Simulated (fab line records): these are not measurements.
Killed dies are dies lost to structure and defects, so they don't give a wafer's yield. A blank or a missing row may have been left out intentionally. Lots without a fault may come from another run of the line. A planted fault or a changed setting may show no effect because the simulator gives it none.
Which of the tools did it? | flow sfq line | 14 lots, 42 wafers sampled, at 2 steps of a route of 325

== WHAT EACH GAUGE READ, for each wafer ==
SFQ_I2_BOW_MEAS_917. Usual: for I2_BOW the level is 2 um and the standard deviation is 7.7.
lot  | measured     | on            | I2_BOW (um) | flag
L387 | day 24 23:07 | film metro-01 | -3 20 1     |
L388 | day 25 06:28 | film metro-01 | -8 3 1      |
L390 | day 25 10:08 | film metro-02 | 4 3 -6      |
L392 | day 25 18:30 | film metro-02 | -5 -4 -12   |
L393 | day 27 16:19 | film metro-03 | -3 7 14     |
L394 | day 29 09:26 | film metro-02 | 0 -8 -12    |
L395 | day 29 20:53 | film metro-02 | 3 -2 1      |
L397 | day 37 08:40 | film metro-01 | 11 7 4      |
L399 | day 39 02:38 | film metro-01 | -2 -4 -13   |
L401 | day 40 05:12 | film metro-03 | 7 14 15     |
L404 | day 40 23:45 | film metro-03 | -2 -3 3     |
L405 | day 41 05:38 | film metro-02 | -9 7 13     |
L406 | day 41 09:34 | film metro-02 | -4 -2 2     |
L408 | day 41 15:53 | film metro-01 | 12 7 7      |

SFQ_M4_RS_MEAS_924: measurement is done with a four-point probe. Usual: for M4_NB_RS the level is 0.890 ohm/sq and the standard deviation is 0.0089.
lot  | measured     | on            | M4_NB_RS (ohm/sq) | flag
L387 | day 45 03:53 | film metro-04 | 0.894 0.903 0.899 |
L388 | day 45 10:23 | film metro-02 | 0.888 0.890 0.891 |
L390 | day 45 17:47 | film metro-03 | 0.886 0.889 0.888 |
L392 | day 46 04:26 | film metro-03 | 0.882 0.888 0.887 |
L393 | day 47 11:44 | film metro-03 | 0.878 0.879 0.880 |
L394 | day 48 09:19 | film metro-02 | 0.891 0.901 0.893 |
L395 | day 48 14:05 | film metro-02 | 0.892 0.898 0.892 |
L397 | day 49 08:07 | film metro-03 | 0.885 0.896 0.892 |
L399 | day 50 14:20 | film metro-03 | 0.884 0.892 0.886 |
L401 | day 51 01:04 | film metro-04 | 0.913 0.901 0.909 |
L404 | day 52 07:05 | film metro-03 | 0.887 0.881 0.883 |
L405 | day 52 08:18 | film metro-02 | 0.880 0.890 0.881 |
L406 | day 52 18:58 | film metro-04 | 0.900 0.887 0.899 |
L408 | day 53 08:50 | film metro-03 | 0.874 0.875 0.875 |

== WHAT TOOL EACH LOT RAN ON (gives the tool, then ch and the chambers of the sampled wafers, and finally the start) ==
The record holds no process step before these readings.

== AS READ BY THE TOOLS THEMSELVES (means over the sampled wafers that have a number; for cases with no such wafer, the mark the record gives instead) ==
The record holds no such reading with a usual standard deviation.

== THE ANSWER, worked out from the rows above alone ==
Rule: lot off if the mean of its wafers having a number is beyond 3 standard deviations from the usual mean. A lot without any number at a reading at which 4 lots or more have one is off too. The other lots that the step has rows for count as sound. After the gauges, taken in route order, come the tools' own readings; for these a lot's mean is taken, as printed above. At the first step where some lot is off, the reading lying furthest off is the one used; lots without a number count as furthest.
No lot is off on any of the readings shown, so nothing can be concluded from this.

== WHAT WAS PUT IN BY THE SIMULATOR ==
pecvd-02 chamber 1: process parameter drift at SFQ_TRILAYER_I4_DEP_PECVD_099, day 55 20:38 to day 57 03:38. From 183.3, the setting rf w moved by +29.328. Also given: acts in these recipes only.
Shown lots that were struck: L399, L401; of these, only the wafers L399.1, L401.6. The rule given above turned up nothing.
